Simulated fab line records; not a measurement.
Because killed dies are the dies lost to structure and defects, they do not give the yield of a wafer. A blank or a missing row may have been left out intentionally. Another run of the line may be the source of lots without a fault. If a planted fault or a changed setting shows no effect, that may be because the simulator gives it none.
The tool behind it: which one? | flow gf180mcu | Sampling: 6 lots, 18 wafers, 2 of 602 route steps

WHAT EACH GAUGE READ, for each wafer
GF_V5_BOW_MEAS_05.
lot  | measured     | on           | V5_BOW (um)
L616 | day 27 03:37 | filmMetro-04 | 134 112 124
L620 | day 28 14:46 | filmMetro-04 | 124 123 114
L626 | day 30 04:25 | filmMetro-04 | 139 135 140
L630 | day 31 08:04 | filmMetro-01 | 120 129 125
L634 | day 32 05:03 | filmMetro-04 | 138 144 136
L636 | day 32 14:53 | filmMetro-01 | 124 135 136

WHICH TOOL RAN EACH LOT (tool, then ch and the chambers of the sampled wafers, then the start)
lot  | GF_V4_ETCH_17
L616 | rieDiel-02 ch 0,1,2, day 27 03:37 or earlier
L620 | rieDiel-02 ch 2,3, day 28 14:46 or earlier
L626 | rieDiel-02 ch 0,1,3, day 30 04:25 or earlier
L630 | rieDiel-04 ch 0,2,3, day 31 08:04 or earlier
L634 | rieDiel-02 ch 0,2,3, day 32 05:03 or earlier
L636 | rieDiel-03 ch 1,2,3, day 32 14:53 or earlier
- GF_V4_ETCH_17: etches SiO2 in C4F8/O2/Ar, stops on TiN, target depth 630 nm.

THE ANSWER, worked out from the rows above alone
Rule: what is usual is taken from the lots themselves. Put in order of their means at a reading, lots are off if they are a third of the lots or fewer, leave a main group of 4 or more, and stand apart from it by a gap of 3 or more times the standard deviation of the main group's means; of several such gaps the widest counts. A main group is skipped when, at the precision printed for the reading in the tables above, its means are all equal. A lot without any number at a reading at which 4 lots or more have one is off too. Any other lot the step has rows for is counted as sound.
Nothing can be told from this: no lot is off at any reading shown.

WHAT THE SIMULATOR PUT IN
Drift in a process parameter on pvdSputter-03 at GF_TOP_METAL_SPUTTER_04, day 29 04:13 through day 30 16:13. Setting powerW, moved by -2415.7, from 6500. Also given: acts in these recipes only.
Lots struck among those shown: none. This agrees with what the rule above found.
